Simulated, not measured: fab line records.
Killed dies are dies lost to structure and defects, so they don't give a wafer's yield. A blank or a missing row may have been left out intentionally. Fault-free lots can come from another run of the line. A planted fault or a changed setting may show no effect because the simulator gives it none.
fab line records    flow sky130
[record] lots = 14  wafers = 42  last-day = 50
route steps=708 shown CAPM@540 METAL3@564 VIA3@575
lots that met no fault: from a run of the same line without faults
start-h: hours from the record's first day to the start of the lot's first wafer shown    wait-h: time in hours since the lot's previous step    " same as the row above    L1.1+2: one row covering several wafers at once    - no value, or no start was given    * or withheld: withheld    < > ~ a bound
route shown NAME@n: a module of which the file shows steps, and the number in the route of the first    usual: mean and standard deviation over wafers with no fault    same: alike in all rows    chamber/n: place in a boat    sites: each site's reading    _std_site: their standard deviation    _edge_site: inner sites' mean taken away from outer sites' mean    radius-mm: for every site, how far away it sits from the centre of the wafer    mask NAME#n: copy n    behind: the tool/chamber that last shaped the wafer    hold: why the lot went on hold/how many hours it stayed there/how the hold came to an end    device: the n, p or np transistor that did not switch    end of line: at the end of the route, the tests of the same wafers    step lacking rows: just its recipe    killed: dies lost to structure and defects at the first sort, not the wafer's yield    map: the dies of a wafer, with x for killed, . for not killed, _ for no die there
set.NAME: setting as actually run; set.NAME@STEP: the setting as run at that earlier step    model.NAME: the simulator's own value behind a step, which no gauge read
route steps across a sampled set of lots; one table per step, one row per wafer
services: when a tool's chamber went out of use (start-h, in hours from the record's first day, below 0 if earlier), for how many hours, and the reason
[[steps]]
[step SKY_CAPM_RS_MEAS_03]
[recipe] thk-meas-gauge = four-point-probe  reads = TiN_of_CAPM_SPUTTER_02
[usual] CAPM_TIN_RS = 6.87/0.095
lot.wafer  tool           chamber  start-h  wait-h  CAPM_TIN_RS[ohm/sq]
L572.3     film-metro-03  -        849.60   0.1     7.01
L572.4     "              -        "        "       6.99
L572.5     "              -        "        "       6.96
L574.1     film-metro-01  -        864.86   0.1     7.09
L574.5     "              -        "        "       7.01
L574.6     "              -        "        "       6.99
L578.1     film-metro-03  -        889.27   0.1     6.89
L578.4     "              -        "        "       6.86
L578.5     "              -        "        "       6.83
L577.1     film-metro-04  -        889.99   0.1     6.81
L577.2     "              -        "        "       6.75
L577.6     "              -        "        "       6.71
L582.1     film-metro-04  -        934.01   0.1     6.80
L582.4     "              -        "        "       6.78
L582.6     "              -        "        "       6.77
L583.1     film-metro-04  -        941.25   0.1     6.95
L583.2     "              -        "        "       6.98
L583.6     "              -        "        "       6.89
L586.3     film-metro-04  -        959.65   0.1     6.86
L586.4     "              -        "        "       6.91
L586.6     "              -        "        "       6.94
L589.1     film-metro-03  -        987.93   0.1     6.86
L589.2     "              -        "        "       6.95
L589.4     "              -        "        "       6.79
L588.2     film-metro-03  -        989.42   0.1     6.90
L588.3     "              -        "        "       6.81
L588.4     "              -        "        "       7.02
L590.3     film-metro-03  -        990.05   0.1     6.94
L590.5     "              -        "        "       6.91
L590.6     "              -        "        "       6.91
L591.2     film-metro-03  -        992.98   0.1     6.90
L591.3     "              -        "        "       6.95
L591.5     "              -        "        "       6.87
L592.3     film-metro-03  -        995.90   0.1     6.80
L592.4     "              -        "        "       6.77
L592.6     "              -        "        "       6.74
L594.1     film-metro-04  -        1010.33  0.1     6.96
L594.2     "              -        "        "       6.96
L594.5     "              -        "        "       6.92
L595.1     film-metro-01  -        1017.24  0.1     6.85
L595.2     "              -        "        "       6.76
L595.4     "              -        "        "       6.94
[step SKY_METAL3_OVL_MEAS_14]
[usual] METAL3_OVL = 1/4.7
lot.wafer  tool        chamber  start-h  wait-h  METAL3_OVL[nm]
L572.3     overlay-02  -        902.13   0.1     14
L572.4     "           -        "        "       2
L572.5     "           -        "        "       9
L574.1     overlay-02  -        915.36   0.1     -6
L574.5     "           -        "        "       5
L574.6     "           -        "        "       8
L578.1     overlay-01  -        940.64   0.1     0
L578.4     "           -        "        "       4
L578.5     "           -        "        "       -3
L577.1     overlay-01  -        941.29   0.1     6
L577.2     "           -        "        "       12
L577.6     "           -        "        "       7
L582.1     overlay-02  -        982.07   0.1     -1
L582.4     "           -        "        "       0
L582.6     "           -        "        "       -4
L583.1     overlay-02  -        990.17   0.1     -6
L583.2     "           -        "        "       -1
L583.6     "           -        "        "       1
L586.3     overlay-01  -        1008.87  0.1     0
L586.4     "           -        "        "       5
L586.6     "           -        "        "       6
L589.1     overlay-01  -        1034.84  0.1     2
L589.2     "           -        "        "       10
L589.4     "           -        "        "       0
L588.2     overlay-02  -        1036.19  0.1     4
L588.3     "           -        "        "       -7
L588.4     "           -        "        "       -1
L590.3     overlay-01  -        1037.33  0.1     -4
L590.5     "           -        "        "       9
L590.6     "           -        "        "       2
L591.2     overlay-02  -        1039.28  0.1     -2
L591.3     "           -        "        "       1
L591.5     "           -        "        "       -4
L592.3     overlay-01  -        1041.40  0.1     -4
L592.4     "           -        "        "       -7
L592.6     "           -        "        "       1
L594.1     overlay-02  -        1055.37  0.1     0
L594.2     "           -        "        "       7
L594.5     "           -        "        "       1
L595.1     overlay-01  -        1062.24  0.1     -2
L595.2     "           -        "        "       1
L595.4     "           -        "        "       5
[step SKY_VIA3_CMP_02]
[recipe] material = SiO2  down-force-psi = 4  platen-rpm = 60  pad-velocity-m-s = 0.94248
[usual] motor-current-A = 12.3/0.68
lot.wafer  tool    chamber  start-h  wait-h  motor-current-A
L572.4     cmp-02  0        903.40   0.1     11.6
L572.3     "       1        "        "       12.1
L572.5     "       3        "        "       13.2
L574.1     cmp-02  2        916.57   0.1     12.0
L574.6     "       2        "        "       12.3
L574.5     "       3        "        "       12.4
L578.4     cmp-02  1        941.89   0.0     11.8
L578.1     "       2        "        "       13.0
L578.5     "       2        "        "       12.6
L577.1     cmp-01  3        942.48   0.1     12.9
L577.2     "       2        "        "       12.3
L577.6     "       0        "        "       11.2
L582.4     cmp-02  0        983.43   0.1     12.1
L582.1     "       1        "        "       13.1
L582.6     "       3        "        "       12.9
L583.2     cmp-02  1        991.36   0.0     12.2
L583.1     "       2        "        "       13.1
L583.6     "       2        "        "       13.1
L586.4     cmp-01  3        1010.10  0.0     13.6
L586.3     "       0        "        "       11.6
L586.6     "       0        "        "       11.5
L589.2     cmp-02  3        1036.19  0.2     12.6
L589.4     "       0        "        "       13.1
L589.1     "       1        "        "       12.4
L588.3     cmp-02  1        1037.76  0.1     12.2
L588.4     "       2        "        "       12.0
L588.2     "       3        "        "       12.6
L590.3     cmp-01  3        1039.11  0.5     13.4
L590.6     "       0        "        "       10.2
L590.5     "       1        "        "       12.3
L591.2     cmp-01  2        1040.65  0.0     11.7
L591.3     "       0        "        "       11.7
L591.5     "       3        "        "       12.5
L592.3     cmp-02  2        1042.57  0.0     12.3
L592.4     "       3        "        "       12.7
L592.6     "       2        "        "       12.4
L594.1     cmp-02  0        1056.55  0.1     12.1
L594.2     "       3        "        "       13.3
L594.5     "       0        "        "       11.9
L595.2     cmp-02  1        1063.73  0.0     12.1
L595.4     "       2        "        "       12.3
L595.1     "       3        "        "       13.1
[step SKY_VIA3_CMP_24]
[recipe] stop-on = SiO2  t-overpolish-s = 20  down-force-psi = 3.5  platen-rpm = 60  target-thk-nm = 0  pad-velocity-m-s = 0.94248
[usual] motor-current-A = 11.1/0.64  overpolish-run-s = 20.002/0.0095  time-to-endpoint-s = 97/4.5
lot.wafer  tool    chamber  start-h  wait-h  motor-current-A  overpolish-run-s  time-to-endpoint-s
L572.4     cmp-02  1        929.78   0.0     11.0             20.003            100
L572.3     "       3        "        "       11.3             20.004            97
L572.5     "       2        "        "       11.6             19.992            89
L574.1     cmp-02  2        942.60   0.1     11.7             20.011            90
L574.6     "       2        "        "       11.9             19.998            90
L574.5     "       3        "        "       11.5             19.997            93
L578.1     cmp-01  2        968.35   0.1     10.5             20.004            96
L578.4     "       1        "        "       10.9             19.987            97
L578.5     "       2        "        "       10.8             20.011            99
L577.2     cmp-01  1        969.17   0.1     10.6             19.985            95
L577.1     "       2        "        "       11.3             19.984            94
L577.6     "       1        "        "       10.6             19.993            97
L582.1     cmp-02  2        1009.42  0.1     11.0             0.047             152
L582.4     "       0        "        "       11.2             0.039             152
L582.6     "       3        "        "       11.8             0.039             146
L583.1     cmp-02  2        1015.89  0.1     11.7             0.041             151
L583.2     "       3        "        "       11.7             0.046             148
L583.6     "       1        "        "       11.0             0.033             147
L586.4     cmp-01  2        1034.06  0.1     10.7             20.002            98
L586.3     "       3        "        "       11.4             19.990            93
L586.6     "       1        "        "       10.9             20.009            96
L589.2     cmp-01  3        1058.72  0.1     11.9             19.998            100
L589.4     "       0        "        "       10.5             19.997            105
L589.1     "       1        "        "       10.5             20.013            101
L588.4     cmp-01  3        1061.17  0.0     11.9             20.017            95
L588.2     "       0        "        "       10.5             20.015            101
L588.3     "       1        "        "       10.6             19.991            97
L590.3     cmp-01  1        1062.14  0.1     10.8             20.010            104
L590.6     "       3        "        "       11.3             20.000            98
L590.5     "       0        "        "       10.4             20.015            103
L591.3     cmp-01  3        1064.66  0.2     11.8             20.003            97
L591.2     "       0        "        "       10.2             19.995            101
L591.5     "       3        "        "       12.1             20.016            96
L592.3     cmp-01  1        1066.76  0.9     9.9              19.996            98
L592.4     "       2        "        "       11.0             19.992            96
L592.6     "       0        "        "       10.4             19.995            103
L594.2     cmp-01  3        1078.97  0.0     12.3             20.015            97
L594.1     "       2        "        "       10.7             19.996            104
L594.5     "       0        "        "       10.7             20.005            106
L595.2     cmp-01  1        1085.92  0.0     10.7             19.997            109
L595.4     "       2        "        "       11.2             19.974            102
L595.1     "       0        "        "       10.3             19.985            105
[[services]]
tool    chamber  start-h  hours  kind
cmp-02  -        912.26   4.0    pm
cmp-02  -        916.26   -      consumable-replace:conditioner
cmp-02  -        916.26   -      consumable-replace:pad
cmp-01  -        926.40   1.8    repair
cmp-01  -        951.83   0.8    repair
cmp-01  -        958.23   2.0    repair
cmp-01  -        984.10   5.1    pm
cmp-02  -        1026.24  4.2    pm
cmp-02  -        1064.03  4.5    pm
[[key]]
[first-sign] step = SKY_VIA3_CMP_24  reading = overpolish-run-s  direction = down  sigmas = 99+  usual = 20.002  struck = 0.041
[effect] step = SKY_VIA3_CMP_24  reading = time-to-endpoint-s  direction = up  sigmas = 12  usual = *  struck = *
met-at SKY_VIA3_CMP_24
struck-lots L582,L583
later-rows-left-out L582.1,L582.4,L582.6,L583.1,L583.2,L583.6
sort-left-out L582.1,L582.4,L582.6,L583.1,L583.2,L583.6
not-acting-at SKY_CAPM_RS_MEAS_03,SKY_METAL3_OVL_MEAS_14,SKY_VIA3_CMP_02
onset-between 942.60 1009.42
[fault] kind = process-parameter-drift  tool = cmp-02  chamber = -  onset-h = 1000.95  steps = SKY_VIA3_CMP_24  channel = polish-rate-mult  offset = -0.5  shape = step  end-h = 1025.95
// sort-left-out: the simulated sort isn't trusted on such a fault, so these wafers' sort isn't shown, and their yield isn't known
// later-rows-left-out: the simulator's readings of these wafers behind a module that went badly wrong aren't trusted and aren't shown, but for the sort
